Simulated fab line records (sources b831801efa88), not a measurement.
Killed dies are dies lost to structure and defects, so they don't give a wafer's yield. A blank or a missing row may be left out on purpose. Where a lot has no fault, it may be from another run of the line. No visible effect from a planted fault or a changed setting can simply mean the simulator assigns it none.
fab line records -- flow sky130
[record] lots = 14, wafers = 42, last_day = 50
route steps=708 shown METAL2@488 VIA2@507 PAD_OPEN@708
lots untouched by any fault: they come from a run of this same line in which no faults occurred
start_h: the number of hours between the record's first day and the start of the first shown wafer of the lot -- wait_h: hours elapsed since this lot's preceding step -- " as in the row above -- L1.1+2: one row covering several wafers at once -- - no value present, or no start provided -- * or withheld: withheld -- < > ~ a bound
route shown NAME@n: NAME is a module with steps in the file, n the number in the route of the first one -- usual: mean and standard deviation over wafers with no fault -- same: alike in all rows -- chamber/n: place in a boat -- sites: each site's reading -- _std_site: the standard deviation of these -- _edge_site: outer sites' mean less inner sites' -- radius_mm: how far each site lies from the wafer's centre -- mask NAME#n: copy n -- behind: the last tool/chamber to shape the wafer -- hold: reason for holding the lot/hours on hold/outcome of the hold -- device: names the non-switching transistor (n, p or np) -- end of line: at the end of the route, the tests of the same wafers -- a step with no rows: only its recipe -- killed: dies that structure and defects cost at the first sort, which is not the same as the wafer's yield -- map: dies across one wafer; x = killed, . = not, _ = none there
set.NAME: setting as actually run; set.NAME@STEP: the setting as run at that earlier step -- model.NAME: the simulator's own value behind a step, which no gauge read
a sample of lots followed through the steps of the route, with each step as a table and each wafer as a row
services: the hour from which a tool's chamber was out of use, counted from the record's first day as start_h (under 0 if before that day), plus the number of hours and why
[[steps]]
[step SKY_METAL2_RS_MEAS_05]
[recipe] thk_meas_gauge = four-point-probe, reads = TiN_of_METAL2_SPUTTER_04+Ti_of_METAL2_SPUTTER_03+AlCu_of_METAL2_SPUTTER_02+TiN_of_METAL2_SPUTTER_01+Ti_of_METAL2_SPUTTER_00
[usual] METAL2_ALCU_RS = 0.1267/0.0013
lot.wafer,tool,chamber,start_h,wait_h,METAL2_ALCU_RS[ohm/sq]
L959.3,film_metro-02,-,793.65,0.1,0.1249
L959.4,film_metro-02,-,793.65,0.1,0.1271
L959.5,film_metro-02,-,793.65,0.1,0.1260
L961.1,film_metro-04,-,808.98,0.0,0.1291
L961.5,film_metro-04,-,808.98,0.0,0.1297
L961.6,film_metro-04,-,808.98,0.0,0.1286
L964.1,film_metro-01,-,835.52,0.0,0.1251
L964.2,film_metro-01,-,835.52,0.0,0.1264
L964.6,film_metro-01,-,835.52,0.0,0.1254
L966.1,film_metro-04,-,859.49,0.0,0.1292
L966.3,film_metro-04,-,859.49,0.0,0.1291
L966.5,film_metro-04,-,859.49,0.0,0.1296
L968.1,film_metro-04,-,872.84,0.0,0.1262
L968.2,film_metro-04,-,872.84,0.0,0.1262
L968.3,film_metro-04,-,872.84,0.0,0.1253
L969.1,film_metro-01,-,879.89,0.0,0.1269
L969.4,film_metro-01,-,879.89,0.0,0.1272
L969.6,film_metro-01,-,879.89,0.0,0.1278
L970.1,film_metro-01,-,886.99,0.0,0.1269
L970.2,film_metro-01,-,886.99,0.0,0.1277
L970.6,film_metro-01,-,886.99,0.0,0.1273
L976.1,film_metro-04,-,934.48,0.0,0.1264
L976.2,film_metro-04,-,934.48,0.0,0.1275
L976.4,film_metro-04,-,934.48,0.0,0.1268
L975.2,film_metro-02,-,936.73,0.0,0.1267
L975.3,film_metro-02,-,936.73,0.0,0.1270
L975.4,film_metro-02,-,936.73,0.0,0.1273
L977.3,film_metro-02,-,937.41,0.1,0.1286
L977.5,film_metro-02,-,937.41,0.1,0.1280
L977.6,film_metro-02,-,937.41,0.1,0.1283
L978.2,film_metro-04,-,939.09,0.0,0.1266
L978.3,film_metro-04,-,939.09,0.0,0.1279
L978.5,film_metro-04,-,939.09,0.0,0.1286
L980.1,film_metro-04,-,958.30,0.0,0.1278
L980.4,film_metro-04,-,958.30,0.0,0.1280
L980.6,film_metro-04,-,958.30,0.0,0.1284
L981.1,film_metro-02,-,958.65,0.0,0.1260
L981.2,film_metro-02,-,958.65,0.0,0.1260
L981.5,film_metro-02,-,958.65,0.0,0.1257
L982.1,film_metro-01,-,965.62,0.0,0.1256
L982.2,film_metro-01,-,965.62,0.0,0.1256
L982.4,film_metro-01,-,965.62,0.0,0.1254
[step SKY_METAL2_OVL_MEAS_16]
[usual] METAL2_OVL = 1/4.6
lot.wafer,tool,chamber,start_h,wait_h,METAL2_OVL[nm]
L959.3,overlay-01,-,820.03,0.1,-2
L959.4,overlay-01,-,820.03,0.1,-4
L959.5,overlay-01,-,820.03,0.1,-5
L961.1,overlay-01,-,835.84,0.1,2
L961.5,overlay-01,-,835.84,0.1,0
L961.6,overlay-01,-,835.84,0.1,6
L964.1,overlay-01,-,861.57,0.1,2
L964.2,overlay-01,-,861.57,0.1,2
L964.6,overlay-01,-,861.57,0.1,1
L966.1,overlay-02,-,885.67,0.1,1
L966.3,overlay-02,-,885.67,0.1,0
L966.5,overlay-02,-,885.67,0.1,0
L968.1,overlay-02,-,897.86,0.1,2
L968.2,overlay-02,-,897.86,0.1,2
L968.3,overlay-02,-,897.86,0.1,0
L969.1,overlay-01,-,905.64,0.1,3
L969.4,overlay-01,-,905.64,0.1,3
L969.6,overlay-01,-,905.64,0.1,8
L970.1,overlay-02,-,912.87,0.1,2
L970.2,overlay-02,-,912.87,0.1,-2
L970.6,overlay-02,-,912.87,0.1,1
L976.1,overlay-02,-,959.27,0.1,-3
L976.2,overlay-02,-,959.27,0.1,-7
L976.4,overlay-02,-,959.27,0.1,-8
L975.2,overlay-02,-,961.29,0.1,2
L975.3,overlay-02,-,961.29,0.1,3
L975.4,overlay-02,-,961.29,0.1,2
L977.3,overlay-01,-,961.98,0.1,2
L977.5,overlay-01,-,961.98,0.1,0
L977.6,overlay-01,-,961.98,0.1,3
L978.2,overlay-01,-,964.17,0.1,6
L978.3,overlay-01,-,964.17,0.1,11
L978.5,overlay-01,-,964.17,0.1,4
L980.1,overlay-02,-,982.84,0.1,7
L980.4,overlay-02,-,982.84,0.1,-3
L980.6,overlay-02,-,982.84,0.1,0
L981.1,overlay-02,-,983.32,0.1,1
L981.2,overlay-02,-,983.32,0.1,0
L981.5,overlay-02,-,983.32,0.1,6
L982.1,overlay-02,-,990.51,0.1,6
L982.2,overlay-02,-,990.51,0.1,9
L982.4,overlay-02,-,990.51,0.1,12
[step SKY_METAL2_STRIP_20]
[recipe] chemistry = O2/N2, power_w = 1400, pressure_mtorr = 1500, platen_temp_c = withheld, o2_flow_sccm = 3000, n2_flow_sccm = 300, overash_fraction = 0.5
[usual] drypump_motor_current_A = 5.7/0.47, oes_product_au = 0.344/0.0049, strip_time_to_endpoint_s = 2.73/0.058
lot.wafer,tool,chamber,start_h,wait_h,drypump_motor_current_A,oes_product_au,rf_hours_counter_h,strip_time_to_endpoint_s
L959.3,plasma_asher-04,1,820.27,0.1,4.8,0.340,-,2.66
L959.4,plasma_asher-04,0,820.27,0.1,6.4,0.344,-,2.74
L959.5,plasma_asher-04,1,820.27,0.1,4.8,0.344,-,2.67
L961.1,plasma_asher-01,1,836.06,0.1,5.6,0.347,68,2.79
L961.5,plasma_asher-01,0,836.06,0.1,5.8,0.345,-,2.78
L961.6,plasma_asher-01,1,836.06,0.1,5.7,0.352,-,2.75
L964.1,plasma_asher-04,0,861.79,0.1,6.3,0.340,46,2.73
L964.2,plasma_asher-04,1,861.79,0.1,4.8,0.350,46,2.83
L964.6,plasma_asher-04,0,861.79,0.1,6.4,0.344,-,2.82
L966.1,plasma_asher-01,0,885.89,0.1,5.8,0.344,74,2.66
L966.3,plasma_asher-01,1,885.89,0.1,5.6,0.350,-,2.82
L966.5,plasma_asher-01,1,885.89,0.1,5.6,0.340,-,2.67
L968.1,plasma_asher-04,0,898.08,0.1,6.4,0.345,50,2.68
L968.2,plasma_asher-04,1,898.08,0.1,4.8,0.357,50,2.78
L968.3,plasma_asher-04,0,898.08,0.1,6.4,0.347,-,2.69
L969.1,plasma_asher-01,0,905.86,0.1,5.8,0.335,77,2.74
L969.4,plasma_asher-01,1,905.86,0.1,5.6,0.347,-,2.71
L969.6,plasma_asher-01,1,905.86,0.1,5.6,0.340,-,2.70
L970.1,plasma_asher-01,0,913.09,0.1,5.8,0.341,78,2.76
L970.2,plasma_asher-01,1,913.09,0.1,5.6,0.348,78,2.76
L970.6,plasma_asher-01,1,913.09,0.1,5.7,0.347,-,2.73
L976.1,plasma_asher-01,0,959.49,0.1,5.8,0.344,83,2.77
L976.2,plasma_asher-01,1,959.49,0.1,5.7,0.346,83,2.78
L976.4,plasma_asher-01,1,959.49,0.1,5.6,0.346,-,2.74
L975.2,plasma_asher-01,1,961.51,0.1,5.6,0.350,84,2.75
L975.3,plasma_asher-01,0,961.51,0.1,5.8,0.350,-,2.74
L975.4,plasma_asher-01,1,961.51,0.1,5.7,0.348,-,2.75
L977.3,plasma_asher-01,0,962.29,0.1,5.8,0.339,-,2.65
L977.5,plasma_asher-01,0,962.29,0.1,5.8,0.350,-,2.78
L977.6,plasma_asher-01,1,962.29,0.1,5.6,0.342,-,2.65
L978.2,plasma_asher-04,0,964.57,0.1,6.4,0.347,58,2.77
L978.3,plasma_asher-04,0,964.57,0.1,6.4,0.335,-,2.74
L978.5,plasma_asher-04,0,964.57,0.1,6.4,0.350,-,2.75
L980.1,plasma_asher-01,1,983.06,0.1,5.7,0.346,85,2.63
L980.4,plasma_asher-01,0,983.06,0.1,5.8,0.351,-,2.77
L980.6,plasma_asher-01,0,983.06,0.1,5.8,0.345,-,2.61
L981.1,plasma_asher-01,1,983.54,0.1,5.6,0.343,86,2.71
L981.2,plasma_asher-01,0,983.54,0.1,5.8,0.343,86,2.71
L981.5,plasma_asher-01,1,983.54,0.1,5.6,0.340,-,2.71
L982.1,plasma_asher-04,0,990.73,0.1,6.4,0.343,60,2.76
L982.2,plasma_asher-04,1,990.73,0.1,4.9,0.335,60,2.66
L982.4,plasma_asher-04,1,990.73,0.1,4.9,0.343,-,2.72
[step SKY_VIA2_HDPCVD_00]
[recipe] material = SiO2, target_thk_nm = 1180, sigma_open_frac = 0.3, time_s = 196.7, temp_c = 400, sih4_flow_sccm = 60, pressure_mtorr = 6
[usual] pressure_mtorr = 6.000/0.012, run_length_s = 224.3/0.45
lot.wafer,tool,chamber,start_h,wait_h,pressure_mtorr,run_length_s
L959.3,hdpcvd-02,2,820.83,0.0,6.017,225.1
L959.4,hdpcvd-02,1,820.83,0.0,6.008,223.9
L959.5,hdpcvd-02,0,820.83,0.0,5.969,224.2
L961.1,hdpcvd-01,2,836.66,0.0,5.979,223.8
L961.5,hdpcvd-01,1,836.66,0.0,6.005,225.2
L961.6,hdpcvd-01,2,836.66,0.0,5.983,223.9
L964.1,hdpcvd-01,1,862.42,0.0,6.008,224.5
L964.2,hdpcvd-01,2,862.42,0.0,6.005,223.7
L964.6,hdpcvd-01,1,862.42,0.0,5.992,224.3
L966.1,hdpcvd-02,1,886.49,0.0,6.010,224.0
L966.3,hdpcvd-02,0,886.49,0.0,6.009,224.5
L966.5,hdpcvd-02,2,886.49,0.0,6.001,224.7
L968.1,hdpcvd-02,1,898.69,0.0,-,-
L968.2,hdpcvd-02,0,898.69,0.0,-,-
L968.3,hdpcvd-02,2,898.69,0.0,-,-
L969.1,hdpcvd-02,2,906.46,0.0,-,-
L969.4,hdpcvd-02,1,906.46,0.0,-,-
L969.6,hdpcvd-02,0,906.46,0.0,-,-
L970.1,hdpcvd-02,1,913.72,0.0,-,-
L970.2,hdpcvd-02,2,913.72,0.0,-,-
L970.6,hdpcvd-02,0,913.72,0.0,-,-
L976.1,hdpcvd-02,2,960.48,0.0,6.016,224.6
L976.2,hdpcvd-02,0,960.48,0.0,6.000,224.6
L976.4,hdpcvd-02,1,960.48,0.0,6.014,224.0
L975.2,hdpcvd-02,2,962.25,0.0,6.015,225.1
L975.3,hdpcvd-02,1,962.25,0.0,6.001,223.7
L975.4,hdpcvd-02,1,962.25,0.0,5.988,224.4
L977.3,hdpcvd-02,0,963.28,0.0,5.997,224.1
L977.5,hdpcvd-02,1,963.28,0.0,5.991,223.7
L977.6,hdpcvd-02,0,963.28,0.0,5.996,224.0
L978.2,hdpcvd-01,2,965.65,0.0,5.994,223.9
L978.3,hdpcvd-01,1,965.65,0.0,5.996,224.4
L978.5,hdpcvd-01,1,965.65,0.0,5.982,224.5
L980.1,hdpcvd-02,1,984.08,0.0,5.995,224.3
L980.4,hdpcvd-02,2,984.08,0.0,6.008,224.6
L980.6,hdpcvd-02,1,984.08,0.0,6.008,223.7
L981.1,hdpcvd-01,2,984.13,0.0,6.008,223.6
L981.2,hdpcvd-01,0,984.13,0.0,5.976,224.9
L981.5,hdpcvd-01,1,984.13,0.0,6.003,224.6
L982.1,hdpcvd-01,1,991.33,0.0,5.985,224.5
L982.2,hdpcvd-01,0,991.33,0.0,6.025,225.0
L982.4,hdpcvd-01,1,991.33,0.0,5.979,224.4
[step SKY_PAD_OPEN_PROBE_99]
[usual] defect_limited_yield = 82.3/2, killed_at_M0_to_M3 = 45/7.5, killed_at_M4_up = 3.2/1.8, killed_at_contacts = 24/4.9, killed_at_front_end = 15/4.4, killed_at_other = 0.3/0.54, killed_dies = 87/9.8, killed_open = 47/6.4, killed_short = 40/6.5, sort_bin_3_pad_short = 0.9/0.44, sort_bin_5_function = 10.5/1.5, sort_bin_6_memory = 6.3/1.2, sort_n_pass = 405/9.8, sort_yield_pct = 82.3/2
[same] gross_dies = 492, killed_at_back_side = 0, sort_bin_4_leakage[%] = 0, sort_bin_8_speed[%] = 0
lot.wafer,tool,chamber,start_h,wait_h,defect_limited_yield[%],killed_at_M0_to_M3,killed_at_M4_up,killed_at_contacts,killed_at_front_end,killed_at_other,killed_dies,killed_open,killed_short,sort_bin_3_pad_short[%],sort_bin_5_function[%],sort_bin_6_memory[%],sort_n_pass,sort_yield_pct[%]
L959.3,prober-02,-,1075.76,0.2,81.1,56,2,21,13,1,93,48,44,0.8,10.4,7.7,399,81.1
L959.4,prober-02,-,1075.81,0.2,81.9,51,2,22,11,3,89,48,38,0.2,10.0,7.9,403,81.9
L959.5,prober-02,-,1075.86,0.2,80.1,57,5,24,12,0,98,48,49,0.6,13.2,6.1,394,80.1
L961.1,prober-01,-,1088.10,0.1,82.7,40,3,21,21,0,85,47,38,1.0,10.0,6.3,407,82.7
L961.5,prober-01,-,1088.30,0.2,78.7,57,1,35,12,0,105,55,50,1.4,11.8,8.1,387,78.7
L961.6,prober-01,-,1088.35,0.2,82.5,47,1,23,14,1,86,49,37,0.2,9.6,7.7,406,82.5
L964.1,prober-01,-,1111.28,0.1,78.9,58,5,23,17,1,104,56,47,0.8,13.2,7.1,388,78.9
L964.2,prober-01,-,1111.33,0.1,82.1,44,3,20,19,2,88,41,46,1.0,12.2,4.7,404,82.1
L964.6,prober-01,-,1111.53,0.2,81.7,53,5,23,9,0,90,41,49,1.4,10.0,6.9,402,81.7
L966.1,prober-02,-,1128.34,0.1,80.9,41,4,31,18,0,94,53,41,0.6,11.0,7.5,398,80.9
L966.3,prober-02,-,1128.44,0.2,79.5,60,3,23,15,0,101,62,39,0.6,11.0,8.9,391,79.5
L966.5,prober-02,-,1128.54,0.2,83.7,45,1,20,14,0,80,43,37,0.6,9.6,6.1,412,83.7
L976.1,prober-01,-,1182.12,0.1,80.5,51,3,22,20,0,96,56,39,1.4,10.2,7.9,396,80.5
L976.2,prober-01,-,1182.17,0.1,82.9,37,4,22,20,1,84,35,48,0.8,10.8,5.5,408,82.9
L976.4,prober-01,-,1182.27,0.2,80.5,44,2,30,20,0,96,53,43,0.4,12.0,7.1,396,80.5
L975.2,prober-02,-,1185.46,0.1,84.8,45,0,21,9,0,75,39,36,0.8,8.7,5.7,417,84.8
L975.3,prober-02,-,1185.51,0.2,81.9,44,1,26,17,1,89,42,47,1.2,11.0,5.9,403,81.9
L975.4,prober-02,-,1185.56,0.2,82.9,41,2,29,12,0,84,46,38,1.0,9.8,6.3,408,82.9
L977.3,prober-01,-,1186.15,0.2,81.9,41,5,27,15,1,89,39,48,0.6,12.8,4.7,403,81.9
L977.5,prober-01,-,1186.25,0.2,81.5,39,3,26,22,1,91,49,42,1.0,8.7,8.7,401,81.5
L977.6,prober-01,-,1186.30,0.2,82.5,42,3,20,20,1,86,51,34,0.4,10.2,6.9,406,82.5
L978.2,prober-02,-,1187.25,0.1,84.6,41,2,20,13,0,76,47,29,0.2,9.6,5.7,416,84.6
L978.3,prober-02,-,1187.30,0.2,82.1,46,4,26,12,0,88,47,40,0.6,11.8,5.5,404,82.1
L978.5,prober-02,-,1187.40,0.2,82.5,51,3,19,12,1,86,51,35,1.0,9.6,6.9,406,82.5
L981.1,prober-02,-,1197.59,0.1,81.5,53,3,20,14,1,91,42,49,1.2,9.3,7.9,401,81.5
L981.2,prober-02,-,1197.64,0.1,83.7,35,2,29,14,0,80,38,42,1.2,10.4,4.7,412,83.7
L981.5,prober-02,-,1197.79,0.2,84.8,36,1,27,11,0,75,37,38,0.6,10.0,4.7,417,84.8
L980.1,prober-01,-,1198.36,0.1,80.1,60,5,23,10,0,98,52,46,0.6,12.4,6.9,394,80.1
L980.4,prober-01,-,1198.51,0.2,84.8,43,2,19,10,1,75,30,45,1.8,7.9,5.5,417,84.8
L980.6,prober-01,-,1198.61,0.2,83.5,48,3,19,11,0,81,38,43,1.8,8.7,5.9,411,83.5
L982.1,prober-01,-,1202.96,0.1,81.9,42,3,31,13,0,89,52,36,0.6,11.2,6.3,403,81.9
L982.2,prober-01,-,1203.01,0.1,84.1,41,0,28,8,1,78,38,40,1.6,9.8,4.5,414,84.1
L982.4,prober-01,-,1203.11,0.2,83.5,41,2,19,19,0,81,41,40,0.8,10.8,4.9,411,83.5
// killed by level:class
L959.3 VIA1:geometric_particle:open=11 METAL1:geometric_particle:short=10 VIA2:geometric_particle:open=9 CONTACT:geometric_particle:open=8 VIA3:geometric_particle:open=7 METAL2:geometric_particle:short=7 FIELD_ISO:geometric_particle:short=6 LI_CONTACT:geometric_particle:open=5
L959.4 VIA1:geometric_particle:open=13 LI_CONTACT:geometric_particle:open=6 CONTACT:geometric_particle:open=6 METAL1:geometric_particle:short=6 VIA2:geometric_particle:open=6 METAL2:geometric_particle:short=5 LOCAL_INTERCONNECT:geometric_particle:short=5 VIA3:geometric_particle:open=5
L959.5 VIA1:geometric_particle:open=15 CONTACT:geometric_particle:open=9 VIA1:geometric_particle:short=8 VIA2:geometric_particle:open=7 METAL3:geometric_particle:short=6 LOCAL_INTERCONNECT:geometric_particle:short=6 LI_CONTACT:geometric_particle:open=5 FIELD_ISO:geometric_particle:short=4
L961.1 CONTACT:geometric_particle:open=9 VIA1:geometric_particle:open=9 VIA1:geometric_particle:short=8 LI_CONTACT:geometric_particle:open=5 VIA2:geometric_particle:open=5 VIA3:geometric_particle:open=5 POLY_GATE:geometric_particle:short=4 FIELD_ISO:geometric_particle:open=3
L961.5 VIA1:geometric_particle:open=23 CONTACT:geometric_particle:open=12 LOCAL_INTERCONNECT:geometric_particle:short=9 METAL2:geometric_particle:short=8 CONTACT:geometric_particle:short=7 VIA2:geometric_particle:open=6 METAL3:geometric_particle:short=5 FIELD_ISO:geometric_particle:short=3
L961.6 CONTACT:geometric_particle:open=9 VIA1:geometric_particle:open=9 LI_CONTACT:geometric_particle:open=7 METAL1:geometric_particle:short=7 METAL2:geometric_particle:short=7 FIELD_ISO:geometric_particle:short=6 METAL1:geometric_particle:open=6 VIA2:geometric_particle:open=6
L964.1 VIA1:geometric_particle:open=14 CONTACT:geometric_particle:open=10 VIA2:geometric_particle:open=9 FIELD_ISO:geometric_particle:open=7 METAL1:geometric_particle:short=7 VIA3:geometric_particle:open=7 POLY_GATE:geometric_particle:short=6 METAL2:geometric_particle:short=6
L964.2 VIA1:geometric_particle:open=11 METAL2:geometric_particle:short=10 CONTACT:geometric_particle:open=9 FIELD_ISO:geometric_particle:short=6 LOCAL_INTERCONNECT:geometric_particle:short=6 POLY_GATE:geometric_particle:short=5 VIA2:geometric_particle:open=5 POLY_GATE:geometric_particle:open=4
L964.6 VIA1:geometric_particle:open=13 CONTACT:geometric_particle:short=8 LI_CONTACT:geometric_particle:short=7 VIA1:geometric_particle:short=7 VIA2:geometric_particle:open=6 METAL1:geometric_particle:short=6 METAL2:geometric_particle:short=6 VIA3:geometric_particle:open=5
L966.1 CONTACT:geometric_particle:open=13 VIA1:geometric_particle:open=8 LOCAL_INTERCONNECT:geometric_particle:short=6 VIA2:geometric_particle:open=6 FIELD_ISO:geometric_particle:short=5 LI_CONTACT:geometric_particle:open=5 METAL1:geometric_particle:short=5 METAL2:geometric_particle:short=5
L966.3 VIA2:geometric_particle:open=11 VIA3:geometric_particle:open=10 VIA1:geometric_particle:open=9 METAL2:geometric_particle:short=9 CONTACT:geometric_particle:short=7 CONTACT:geometric_particle:open=7 FIELD_ISO:geometric_particle:open=5 LI_CONTACT:geometric_particle:open=4
L966.5 VIA1:geometric_particle:open=12 CONTACT:geometric_particle:open=11 VIA3:geometric_particle:open=8 FIELD_ISO:geometric_particle:short=6 METAL1:geometric_particle:short=6 VIA1:geometric_particle:short=6 VIA2:geometric_particle:open=5 METAL2:geometric_particle:short=5
L976.1 VIA2:geometric_particle:open=12 VIA1:geometric_particle:open=10 LI_CONTACT:geometric_particle:open=9 CONTACT:geometric_particle:open=8 VIA1:geometric_particle:short=8 FIELD_ISO:geometric_particle:short=6 METAL2:geometric_particle:short=6 FIELD_ISO:geometric_particle:open=5
L976.2 VIA1:geometric_particle:short=8 CONTACT:geometric_particle:open=7 METAL2:geometric_particle:short=7 FIELD_ISO:geometric_particle:open=6 FIELD_ISO:geometric_particle:short=5 POLY_GATE:geometric_particle:short=5 CONTACT:geometric_particle:short=5 VIA1:geometric_particle:open=5
L976.4 CONTACT:geometric_particle:open=11 LI_CONTACT:geometric_particle:open=8 VIA2:geometric_particle:open=7 METAL1:geometric_particle:short=6 METAL2:geometric_particle:short=6 POLY_GATE:geometric_particle:open=5 VIA1:geometric_particle:short=5 VIA3:geometric_particle:open=5
L975.2 METAL1:geometric_particle:short=10 VIA3:geometric_particle:open=9 CONTACT:geometric_particle:open=8 VIA1:geometric_particle:open=7 CONTACT:geometric_particle:short=5 LI_CONTACT:geometric_particle:open=5 METAL2:geometric_particle:short=4 POLY_GATE:geometric_particle:short=3
L975.3 VIA1:geometric_particle:open=8 METAL2:geometric_particle:short=6 LI_CONTACT:geometric_particle:open=6 LI_CONTACT:geometric_particle:short=6 CONTACT:geometric_particle:open=6 LOCAL_INTERCONNECT:geometric_particle:short=5 METAL1:geometric_particle:short=5 VIA2:geometric_particle:open=5
L975.4 LI_CONTACT:geometric_particle:open=11 CONTACT:geometric_particle:open=8 VIA3:geometric_particle:open=8 VIA1:geometric_particle:open=7 METAL1:geometric_particle:short=6 VIA2:geometric_particle:open=6 POLY_GATE:geometric_particle:short=5 METAL2:geometric_particle:short=5
L977.3 VIA1:geometric_particle:open=9 CONTACT:geometric_particle:short=7 VIA3:geometric_particle:open=7 CONTACT:geometric_particle:open=6 METAL1:geometric_particle:short=6 LI_CONTACT:geometric_particle:open=5 METAL2:geometric_particle:short=5 POLY_GATE:geometric_particle:open=4
L977.5 VIA1:geometric_particle:open=10 LI_CONTACT:geometric_particle:open=7 METAL1:geometric_particle:short=7 VIA2:geometric_particle:open=7 FIELD_ISO:geometric_particle:open=6 POLY_GATE:geometric_particle:open=6 CONTACT:geometric_particle:open=6 LOCAL_INTERCONNECT:geometric_particle:short=5
L977.6 VIA1:geometric_particle:open=10 VIA2:geometric_particle:open=8 CONTACT:geometric_particle:open=7 METAL1:geometric_particle:short=5 POLY_GATE:geometric_particle:short=5 LI_CONTACT:geometric_particle:open=5 CONTACT:geometric_particle:short=5 POLY_GATE:geometric_particle:open=4
L978.2 VIA1:geometric_particle:open=12 FIELD_ISO:geometric_particle:open=6 CONTACT:geometric_particle:open=6 METAL1:geometric_particle:short=6 VIA2:geometric_particle:open=5 VIA3:geometric_particle:open=5 POLY_GATE:geometric_particle:open=4 CONTACT:geometric_particle:short=4
L978.3 VIA1:geometric_particle:open=12 CONTACT:geometric_particle:open=10 METAL1:geometric_particle:short=8 METAL2:geometric_particle:short=7 VIA3:geometric_particle:open=7 LI_CONTACT:geometric_particle:open=5 VIA2:geometric_particle:open=5 CONTACT:geometric_particle:short=5
L978.5 VIA1:geometric_particle:open=11 CONTACT:geometric_particle:open=8 VIA2:geometric_particle:open=8 VIA2:geometric_particle:short=8 METAL1:geometric_particle:short=7 VIA3:geometric_particle:open=6 FIELD_ISO:geometric_particle:open=4 LI_CONTACT:geometric_particle:open=3
L981.1 METAL2:geometric_particle:short=11 VIA1:geometric_particle:open=11 VIA3:geometric_particle:open=8 VIA1:geometric_particle:short=7 CONTACT:geometric_particle:short=6 METAL1:geometric_particle:short=6 FIELD_ISO:geometric_particle:short=5 LI_CONTACT:geometric_particle:open=5
L981.2 CONTACT:geometric_particle:open=9 LI_CONTACT:geometric_particle:open=8 LOCAL_INTERCONNECT:geometric_particle:short=8 POLY_GATE:geometric_particle:short=6 VIA1:geometric_particle:open=6 METAL2:geometric_particle:short=5 FIELD_ISO:geometric_particle:open=4 FIELD_ISO:geometric_particle:short=4
L981.5 LI_CONTACT:geometric_particle:open=8 VIA1:geometric_particle:open=7 LOCAL_INTERCONNECT:geometric_particle:short=6 LI_CONTACT:geometric_particle:short=5 METAL1:geometric_particle:short=5 VIA1:geometric_particle:short=5 VIA3:geometric_particle:open=4 FIELD_ISO:geometric_particle:open=3
L980.1 METAL2:geometric_particle:short=10 VIA2:geometric_particle:open=10 CONTACT:geometric_particle:open=9 VIA1:geometric_particle:open=9 VIA3:geometric_particle:open=9 LI_CONTACT:geometric_particle:open=8 VIA1:geometric_particle:short=7 METAL3:geometric_particle:short=6
L980.4 LI_CONTACT:geometric_particle:open=7 VIA1:geometric_particle:short=7 CONTACT:geometric_particle:open=7 VIA1:geometric_particle:open=7 VIA2:geometric_particle:short=7 FIELD_ISO:geometric_particle:short=6 METAL2:geometric_particle:short=5 CONTACT:geometric_particle:short=4
L980.6 VIA2:geometric_particle:open=9 METAL2:geometric_particle:short=7 CONTACT:geometric_particle:open=7 LI_CONTACT:geometric_particle:open=5 METAL1:geometric_particle:short=5 VIA1:geometric_particle:short=5 VIA1:geometric_particle:open=5 CONTACT:geometric_particle:short=4
L982.1 CONTACT:geometric_particle:open=16 VIA1:geometric_particle:open=13 METAL2:geometric_particle:short=6 CONTACT:geometric_particle:short=6 VIA2:geometric_particle:open=6 LI_CONTACT:geometric_particle:open=5 VIA1:geometric_particle:short=5 VIA2:geometric_particle:short=5
L982.2 CONTACT:geometric_particle:open=9 VIA2:geometric_particle:open=9 LI_CONTACT:geometric_particle:open=7 METAL1:geometric_particle:short=7 VIA1:geometric_particle:open=7 CONTACT:geometric_particle:short=6 METAL2:geometric_particle:short=6 METAL3:geometric_particle:short=4
L982.4 VIA1:geometric_particle:open=8 POLY_GATE:geometric_particle:open=7 VIA3:geometric_particle:open=6 CONTACT:geometric_particle:short=5 VIA1:geometric_particle:short=4 FIELD_ISO:geometric_particle:short=4 POLY_GATE:geometric_particle:short=4 METAL3:geometric_particle:short=4
[[services]]
tool,chamber,start_h,hours,kind
plasma_asher-01,-,813.14,0.8,repair
hdpcvd-02,-,831.65,4.9,repair
plasma_asher-04,-,890.45,4.6,repair
hdpcvd-01,-,912.04,0.7,repair
hdpcvd-01,-,950.25,15.0,pm
hdpcvd-01,0,950.25,15.0,vent_cycle
hdpcvd-01,1,950.25,15.0,vent_cycle
hdpcvd-01,2,950.25,15.0,vent_cycle
plasma_asher-01,-,964.50,1.1,repair
hdpcvd-01,0,965.25,-,clean
hdpcvd-01,1,965.25,-,clean
hdpcvd-01,2,965.25,-,clean
plasma_asher-04,-,981.31,8.4,pm
[[key]]
[first_sign] step = SKY_VIA2_HDPCVD_00, reading = tool_record, direction = missing
effect none on later readings
met_at SKY_VIA2_HDPCVD_00
struck_lots L968,L969,L970
scrapped_behind SKY_VIA2_THK_MEAS_01 L968.1,L968.2,L968.3,L969.1,L969.4,L969.6,L970.1,L970.2,L970.6
not_acting_at SKY_METAL2_RS_MEAS_05,SKY_METAL2_OVL_MEAS_16,SKY_METAL2_STRIP_20
onset_between 886.49 898.69
[fault] kind = skipped_step_whole, tool = hdpcvd-02, chamber = -, onset_h = 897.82, steps = SKY_VIA2_HDPCVD_00, scope = struck_lots_only
